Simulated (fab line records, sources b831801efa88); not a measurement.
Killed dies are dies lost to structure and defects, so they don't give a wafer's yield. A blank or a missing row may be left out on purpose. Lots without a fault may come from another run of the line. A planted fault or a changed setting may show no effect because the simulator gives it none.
Which tool did it? | flow sky130 | 12 lots, 36 wafers sampled, at 5 steps of a route of 708

WHAT THE GAUGES READ, wafer by wafer
The record holds no reading of a measuring or inspecting step that can be judged against a usual standard deviation.

WHICH TOOL RAN EACH LOT (tool, then ch and the chambers of the sampled wafers, then the start)
lot  | SKY_METAL2_ETCH_18                | SKY_METAL4_SPUTTER_00        | SKY_METAL4_SPUTTER_01        | SKY_METAL5_SPUTTER_04        | SKY_PAD_OPEN_PROBE_99
L221 | rie_metal-01 ch 0,1, day 35 06:52 | pvd_sputter-01, day 39 20:01 | pvd_sputter-01, day 39 20:03 | pvd_sputter-03, day 42 23:36 | prober-02, day 45 22:27
L223 | rie_metal-04 ch 0,1, day 36 04:22 | pvd_sputter-04, day 40 15:47 | pvd_sputter-04, day 40 15:49 | pvd_sputter-01, day 43 18:15 | prober-01, day 46 15:29
L222 | rie_metal-02 ch 0,1, day 36 06:25 | pvd_sputter-01, day 40 18:26 | pvd_sputter-01, day 40 18:27 | pvd_sputter-01, day 43 20:45 | prober-02, day 46 17:24
L224 | rie_metal-01 ch 1, day 36 16:49   | pvd_sputter-04, day 41 04:23 | pvd_sputter-04, day 41 04:24 | pvd_sputter-03, day 44 07:08 | prober-01, day 47 03:38
L226 | rie_metal-02 ch 0,1, day 36 18:31 | pvd_sputter-04, day 41 05:25 | pvd_sputter-04, day 41 05:26 | pvd_sputter-02, day 44 07:47 | prober-02, day 47 05:08
L228 | rie_metal-02 ch 0,1, day 37 19:40 | pvd_sputter-04, day 42 04:06 | pvd_sputter-04, day 42 04:07 | pvd_sputter-03, day 45 03:33 | prober-02, day 47 22:00
L229 | rie_metal-04 ch 0, day 37 21:00   | pvd_sputter-01, day 42 06:39 | pvd_sputter-01, day 42 06:40 | pvd_sputter-02, day 45 05:33 | prober-01, day 48 00:17
L234 | rie_metal-02 ch 0,1, day 39 08:06 | pvd_sputter-04, day 43 15:56 | pvd_sputter-04, day 43 15:57 | pvd_sputter-03, day 46 11:47 | prober-02, day 49 02:32
L235 | rie_metal-02 ch 0,1, day 39 10:59 | pvd_sputter-01, day 43 17:08 | pvd_sputter-01, day 43 17:10 | pvd_sputter-01, day 46 12:48 | prober-01, day 49 03:31
L236 | rie_metal-01 ch 0, day 39 19:40   | pvd_sputter-01, day 44 01:39 | pvd_sputter-01, day 44 01:40 | pvd_sputter-03, day 46 22:37 | prober-02, day 49 11:22
L238 | rie_metal-04 ch 0,1, day 40 11:00 | pvd_sputter-01, day 44 16:07 | pvd_sputter-01, day 44 16:08 | pvd_sputter-02, day 47 11:38 | prober-02, day 49 21:32
L239 | rie_metal-04 ch 0,1, day 40 18:08 | pvd_sputter-04, day 44 22:14 | pvd_sputter-04, day 44 22:16 | pvd_sputter-02, day 47 16:34 | prober-01, day 50 02:08
- SKY_METAL2_ETCH_18: etches BARC in N2/H2, stops on SiO2, time 45.9 s, target depth 60 nm.
- SKY_METAL4_SPUTTER_00: material Ti, target thk 15 nm, time 10 s.
- SKY_METAL4_SPUTTER_01: material TiN, target thk 20 nm, time 16.7 s.
- SKY_METAL5_SPUTTER_04: material TiN, target thk 70 nm, time 58.3 s.
- SKY_PAD_OPEN_PROBE_99

WHAT THE TOOLS THEMSELVES READ (means of the sampled wafers that have a number; where no wafer has one, the mark that the record gives instead)
SKY_METAL2_ETCH_18.
lot  | tool         | drypump_motor_current_A (A) | oes_product_au (a.u.) | throttle_valve_pct (%)
L221 | rie_metal-01 | 5.31                        | 0.855                 | 13.226
L223 | rie_metal-04 | 5.76                        | 0.852                 | 13.216
L222 | rie_metal-02 | 5.56                        | 0.851                 | 13.230
L224 | rie_metal-01 | 5.26                        | 0.850                 | 13.225
L226 | rie_metal-02 | 5.54                        | 0.853                 | 13.240
L228 | rie_metal-02 | 5.55                        | 0.855                 | 13.231
L229 | rie_metal-04 | 5.22                        | 0.857                 | 13.222
L234 | rie_metal-02 | 5.47                        | 0.857                 | 13.227
L235 | rie_metal-02 | 5.49                        | 0.853                 | 13.226
L236 | rie_metal-01 | 5.43                        | 0.855                 | 13.221
L238 | rie_metal-04 | 5.48                        | 0.859                 | 13.223
L239 | rie_metal-04 | 5.48                        | 0.858                 | 13.234

SKY_METAL4_SPUTTER_00.
lot  | tool           | throttle_valve_pct (%)
L221 | pvd_sputter-01 | 31.1
L223 | pvd_sputter-04 | 29.5
L222 | pvd_sputter-01 | 31.4
L224 | pvd_sputter-04 | 31.5
L226 | pvd_sputter-04 | 30.5
L228 | pvd_sputter-04 | 30.6
L229 | pvd_sputter-01 | 30.6
L234 | pvd_sputter-04 | 29.4
L235 | pvd_sputter-01 | 29.0
L236 | pvd_sputter-01 | 30.6
L238 | pvd_sputter-01 | 29.8
L239 | pvd_sputter-04 | 30.1

SKY_METAL4_SPUTTER_01.
lot  | tool           | throttle_valve_pct (%)
L221 | pvd_sputter-01 | 31.1
L223 | pvd_sputter-04 | 29.8
L222 | pvd_sputter-01 | 31.3
L224 | pvd_sputter-04 | 31.4
L226 | pvd_sputter-04 | 30.5
L228 | pvd_sputter-04 | 30.5
L229 | pvd_sputter-01 | 30.6
L234 | pvd_sputter-04 | 29.2
L235 | pvd_sputter-01 | 29.1
L236 | pvd_sputter-01 | 30.7
L238 | pvd_sputter-01 | 30.0
L239 | pvd_sputter-04 | 30.0

SKY_METAL5_SPUTTER_04.
lot  | tool           | throttle_valve_pct (%)
L221 | pvd_sputter-03 | 30.0
L223 | pvd_sputter-01 | 31.3
L222 | pvd_sputter-01 | 31.3
L224 | pvd_sputter-03 | 30.2
L226 | pvd_sputter-02 | 30.3
L228 | pvd_sputter-03 | 30.5
L229 | pvd_sputter-02 | 29.5
L234 | pvd_sputter-03 | 29.9
L235 | pvd_sputter-01 | 31.3
L236 | pvd_sputter-03 | 30.3
L238 | pvd_sputter-02 | 30.8
L239 | pvd_sputter-02 | 29.5

SKY_PAD_OPEN_PROBE_99.
lot  | tool      | defect_limited_yield (%) | killed_at_M0_to_M3 | killed_at_M4_up | killed_at_contacts | killed_at_front_end | killed_at_other | killed_dies | killed_open | killed_short | sort_bin_3_pad_short (%) | sort_bin_5_function (%) | sort_bin_6_memory (%) | sort_n_pass | sort_yield_pct (%)
L221 | prober-02 | 81.1                     | 42                 | 3.3             | 28                 | 19                  | 0.7             | 93          | 52          | 41           | 1.0                      | 11.2                    | 6.7                   | 399         | 81.1
L223 | prober-01 | 82.8                     | 45                 | 1.7             | 26                 | 12                  | 0.0             | 85          | 51          | 33           | 0.8                      | 9.8                     | 6.6                   | 407         | 82.8
L222 | prober-02 | 81.6                     | 45                 | 4.0             | 22                 | 20                  | 0.0             | 91          | 46          | 44           | 1.1                      | 9.4                     | 7.9                   | 401         | 81.6
L224 | prober-01 | 81.8                     | 49                 | 3.0             | 23                 | 14                  | 0.0             | 90          | 49          | 41           | 0.7                      | 10.7                    | 6.8                   | 402         | 81.8
L226 | prober-02 | 83.0                     | 44                 | 5.3             | 18                 | 16                  | 1.3             | 84          | 41          | 41           | 0.9                      | 9.8                     | 6.3                   | 408         | 83.0
L228 | prober-02 | 81.4                     | 51                 | 3.0             | 19                 | 19                  | 0.0             | 92          | 51          | 40           | 0.7                      | 10.4                    | 7.6                   | 400         | 81.4
L229 | prober-01 | 81.0                     | 45                 | 2.7             | 28                 | 18                  | 0.7             | 94          | 48          | 45           | 1.1                      | 11.5                    | 6.5                   | 398         | 81.0
L234 | prober-02 | 76.6                     | 71                 | 3.3             | 28                 | 13                  | 0.0             | 115         | 47          | 34           | 2.1                      | 15.4                    | 6.0                   | 377         | 76.6
L235 | prober-01 | 74.1                     | 89                 | 4.0             | 22                 | 12                  | 0.0             | 127         | 54          | 41           | 3.1                      | 15.5                    | 7.2                   | 365         | 74.1
L236 | prober-02 | 80.4                     | 46                 | 1.7             | 24                 | 25                  | 0.0             | 96          | 50          | 45           | 0.7                      | 12.3                    | 6.6                   | 396         | 80.4
L238 | prober-02 | 83.8                     | 42                 | 2.0             | 22                 | 14                  | 0.0             | 80          | 45          | 35           | 0.7                      | 10.4                    | 5.1                   | 412         | 83.8
L239 | prober-01 | 82.7                     | 45                 | 2.7             | 24                 | 13                  | 0.0             | 85          | 48          | 37           | 1.1                      | 9.5                     | 6.8                   | 407         | 82.7

THE ANSWER, worked out from the rows above alone
Rule: what is usual is taken from the lots themselves. Put in order of their means at a reading, lots are off if they are a third of the lots or fewer, leave a main group of 4 or more, and stand apart from it by a gap of 3 or more times the standard deviation of the main group's means; of several such gaps the widest counts. A main group whose means are all the same, to the digits that the tables above print for the reading, isn't used. A lot without any number at a reading at which 4 lots or more have one is off too. The other lots that the step has rows for count as sound. The gauges are gone through in route order, then the tools' own readings, and for those a lot's mean is taken as printed above. The first step at which some lot is off is used, and at that step the reading that is off furthest; a lot without a number counts as furthest.
Off: L234, L235, at SKY_PAD_OPEN_PROBE_99 (killed_at_M0_to_M3). The main group: mean 45, standard deviation 2.7.
A tool fits if, at that step or a process step before it, it ran every lot that is off, and no sound lot after the first of them. One fits: rie_metal-02 at SKY_METAL2_ETCH_18. Its last sound lot is L228 (day 37 19:40), its first lot that is off L234 (day 39 08:06): a fault that began between those two fits.

WHAT THE SIMULATOR HAD PUT IN
Chamber particle source: rie_metal-02, from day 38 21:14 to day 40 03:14, at SKY_METAL2_ETCH_18. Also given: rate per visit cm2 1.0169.
Lots struck among those shown: L234, L235. The rule above found the same.
